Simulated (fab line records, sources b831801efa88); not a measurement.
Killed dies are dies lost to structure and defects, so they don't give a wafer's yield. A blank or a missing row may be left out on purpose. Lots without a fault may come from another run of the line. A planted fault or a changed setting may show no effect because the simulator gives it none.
Problem report in the 8D (eight disciplines) form, filled by code | flow sfq_line | the parts of the form that need people (team, actions taken, sign-off) are left out

1. THE PROBLEM
thk_nm at SFQ_TRILAYER_I2_METRO_MEASURE_065 reads a mean of 180.3 nm on 4 wafers of 3 lots; wafers without a fault read 199.5 nm with a standard deviation of 1.5. That is -13 standard deviations from the usual mean.
First seen on wafer L229.2, day 25 09:46, on film_metro-03. The record holds 43 wafers of 15 lots with a number at this step. Rule for "out", or "out of limits": more than 4 standard deviations from the usual mean. The other wafers with a number count as sound.

2. WHAT IT IS AND WHAT IT IS NOT
question                    | is                             | is not
which readings at this step | thk_nm                         | -
which lots                  | L229, L230, L231               | L225, L227, L232, L237, L238, L240, L241, L242, L245, L246, L247, L248
which wafers of those lots  | L229.2, L230.1, L230.2, L231.2 | L229.4, L229.5, L231.5
read on which tools         | film_metro-03                  | film_metro-01, film_metro-04
when                        | from day 25 09:46              | up to then (8 sound wafers); but 31 sound wafers of L231, L232, L237, L238, L240, L241, L242, L245, L246, L247, L248 came after

3. SUSPECTS, AND WHAT RULES EACH OUT
Counting: a tool at a process step up to the reading stays a suspect if it ran every lot that is out. Sound lots after the first of them don't rule it out here, since some wafers of a struck lot are sound.
- cmp-01 at SFQ_TRILAYER_I2_CMP_CMP_064 (polishes SiO2): kept. It ran every lot that is out, first L229 (day 25 06:26); its last sound lot up to then is L227 (day 24 06:56).
- film_metro-03 at SFQ_TRILAYER_I2_METRO_MEASURE_065: kept. It ran every lot that is out, first L229 (day 25 09:46); its last sound lot up to then is L227 (day 24 09:58). Its own readings are out on those wafers: thk_nm.
Left after counting: cmp-01 at SFQ_TRILAYER_I2_CMP_CMP_064, film_metro-03 at SFQ_TRILAYER_I2_METRO_MEASURE_065.

4. THE CAUSE (what the simulator had put in)
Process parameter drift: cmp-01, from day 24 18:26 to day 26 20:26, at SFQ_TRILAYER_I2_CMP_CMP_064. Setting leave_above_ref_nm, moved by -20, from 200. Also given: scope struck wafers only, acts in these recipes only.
Counting left 2 suspects, and this tool is among them.

5. THE CHAIN OF EFFECTS, in route order
Each row: a reading whose mean over the struck wafers that have a number lies more than 3 standard deviations from the usual. Only readings for which the record gives a usual standard deviation are gone through. hours: the time from each lot's start at the first step in this table that gives one to its start at this step, as a median over the lots. sigmas: the change in usual standard deviations.
hours | step                                  | reading        | usual      | on struck wafers | change | sigmas
0     | SFQ_TRILAYER_I2_METRO_MEASURE_065     | thk_nm         | 199.5 nm   | 180.3            | -19.2  | -13
147   | SFQ_TRILAYER_I2_VIA_ETCH_VIA_ETCH_070 | oes_product_au | 0.853 a.u. | 0.806            | -0.047 | -7.3
The process steps in it:
- SFQ_TRILAYER_I2_METRO_MEASURE_065
- SFQ_TRILAYER_I2_VIA_ETCH_VIA_ETCH_070: etches SiO2 in CHF3, stops on Nb, target depth 260 nm.

6. WHAT WOULD HAVE CAUGHT IT SOONER
In this record the first reading out of limits was taken at day 25 09:46, 15 hours after the fault began at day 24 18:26.
Of the tool readings at SFQ_TRILAYER_I2_CMP_CMP_064 for which the record gives a usual standard deviation, none was out on any struck wafer, so an alarm limit of 4 standard deviations on them would not have fired.
Of the lots that are out (3), L230, L231 began SFQ_TRILAYER_I2_CMP_CMP_064 on cmp-01 after day 25 09:46. A hold on the tool at that time would have spared those 2.
